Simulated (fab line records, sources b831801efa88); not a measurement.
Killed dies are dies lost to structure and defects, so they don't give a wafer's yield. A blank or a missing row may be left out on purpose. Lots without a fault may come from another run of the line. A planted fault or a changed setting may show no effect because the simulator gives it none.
Problem report in the 8D (eight disciplines) form, filled by code | flow gf180mcu | the parts of the form that need people (team, actions taken, sign-off) are left out

1. THE PROBLEM
cd_nm at GF_PSD_CD_MEAS_07 reads a mean of 408.9 nm on 1 wafer of 1 lot; wafers without a fault read 399.2 nm with a standard deviation of 2.3. That is +4.2 standard deviations from the usual mean.
The step: target cd 400 nm.
First seen on wafer L924.2, day 18 16:52, on cd_sem-01. The record holds 38 wafers of 13 lots with a number at this step. Rule for "out", or "out of limits": more than 4 standard deviations from the usual mean. The other wafers with a number count as sound.

2. WHAT IT IS AND WHAT IT IS NOT
question                    | is                | is not
which readings at this step | cd_nm             | -
which lots                  | L924              | L911, L913, L915, L916, L917, L918, L920, L921, L923, L932, L933, L934
which wafers of those lots  | L924.2            | L924.3
read on which gauges        | cd_sem-01         | cd_sem-02
when                        | from day 18 16:52 | up to then (28 sound wafers); but 9 sound wafers of L932, L933, L934 came after

3. SUSPECTS, AND WHAT RULES EACH OUT
Counting: a tool at a process step up to the reading stays a suspect if it ran every lot that is out. Sound lots after the first of them don't rule it out here, since some wafers of a struck lot are sound.
- the gauge at GF_PSD_CD_MEAS_07: kept. All the wafers that are out were read on cd_sem-01, and no step on other tools shows them out.
- litho_track-02 at GF_PSD_DEVELOP_06 (develop time 60 s): kept. It ran the lot that is out, L924 (day 18 16:43); its last sound lot up to then is L923 (day 18 12:56).
Left after counting: litho_track-02 at GF_PSD_DEVELOP_06, cd_sem-01 at GF_PSD_CD_MEAS_07.

4. THE CAUSE (what the simulator had put in)
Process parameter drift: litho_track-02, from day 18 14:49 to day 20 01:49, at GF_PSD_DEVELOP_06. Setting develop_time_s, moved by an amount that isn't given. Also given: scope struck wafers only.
Counting left 2 suspects, and this tool is among them.

5. THE CHAIN OF EFFECTS, in route order
Each row: a reading whose mean over the struck wafers that have a number lies more than 3 standard deviations from the usual. Only readings for which the record gives a usual standard deviation are gone through. hours: the time from each lot's start at the first step in this table that gives one to its start at this step, as a median over the lots. sigmas: the change in usual standard deviations.
hours | step              | reading | usual    | on struck wafers | change | sigmas
0     | GF_PSD_CD_MEAS_07 | cd_nm   | 399.2 nm | 408.9            | +9.7   | +4.2
Later measuring or inspecting steps at which every struck wafer that the step has a row for has a number for every such reading, and none has moved that far: GF_V1_OVL_MEAS_15.

6. WHAT WOULD HAVE CAUGHT IT SOONER
In this record the first reading out of limits at a measuring or inspecting step was taken at day 18 16:52, 2 hours after the fault began at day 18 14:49.
Of the tool readings at GF_PSD_DEVELOP_06 for which the record gives a usual standard deviation, none was out on any struck wafer, so an alarm limit of 4 standard deviations on them would not have fired.
All the lots that are out (1) had begun GF_PSD_DEVELOP_06 on litho_track-02 by day 18 16:52. A hold on the tool at that time would have spared none of them.
